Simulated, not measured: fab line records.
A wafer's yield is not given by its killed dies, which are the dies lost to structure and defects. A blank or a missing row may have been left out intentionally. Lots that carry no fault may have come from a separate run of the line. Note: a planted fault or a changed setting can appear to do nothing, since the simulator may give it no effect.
What tool caused it?	flow sky130	6 lots with 18 wafers sampled at 2 steps, on a route of 708 steps

== WHAT THE GAUGES READ, wafer by wafer ==
SKY_METAL2_OVL_MEAS_16.
lot	measured	on	METAL2_OVL (nm)
L616	day 35 09:10	overlay-01	-10 -10 -4
L620	day 36 15:13	overlay-01	-1 8 1
L629	day 39 09:59	overlay-01	-3 -10 3
L633	day 40 14:08	overlay-02	2 2 1
L635	day 41 02:22	overlay-01	1 -4 1
L637	day 41 10:37	overlay-01	-2 -13 -3

== TOOL THAT RAN EACH LOT (tool first, then ch and the chambers of the sampled wafers, then the start) ==
lot	SKY_METAL2_SPUTTER_04
L616	pvd_sputter-01, day 34 07:17
L620	pvd_sputter-04, day 35 12:44
L629	pvd_sputter-04, day 38 09:23
L633	pvd_sputter-04, day 39 13:40
L635	pvd_sputter-04, day 40 01:42
L637	pvd_sputter-04, day 40 10:55
- SKY_METAL2_SPUTTER_04: material TiN, target thk 70 nm, time 58.3 s.

== THE ANSWER, worked out from the rows above alone ==
Rule: what is usual is taken from the lots themselves. Put in order of their means at a reading, lots are off if they are a third of the lots or fewer, leave a main group of 4 or more, and stand apart from it by a gap of 3 or more times the standard deviation of the main group's means; of several such gaps the widest counts. The tables above print the reading to a certain number of digits; a main group whose means all agree to those digits is not used. Also off: a lot with no number at a reading for which 4 or more lots have one. All remaining lots with rows at the step are treated as sound.
No lot is off on any of the readings shown, so nothing can be concluded from this.

== WHAT WAS PUT IN BY THE SIMULATOR ==
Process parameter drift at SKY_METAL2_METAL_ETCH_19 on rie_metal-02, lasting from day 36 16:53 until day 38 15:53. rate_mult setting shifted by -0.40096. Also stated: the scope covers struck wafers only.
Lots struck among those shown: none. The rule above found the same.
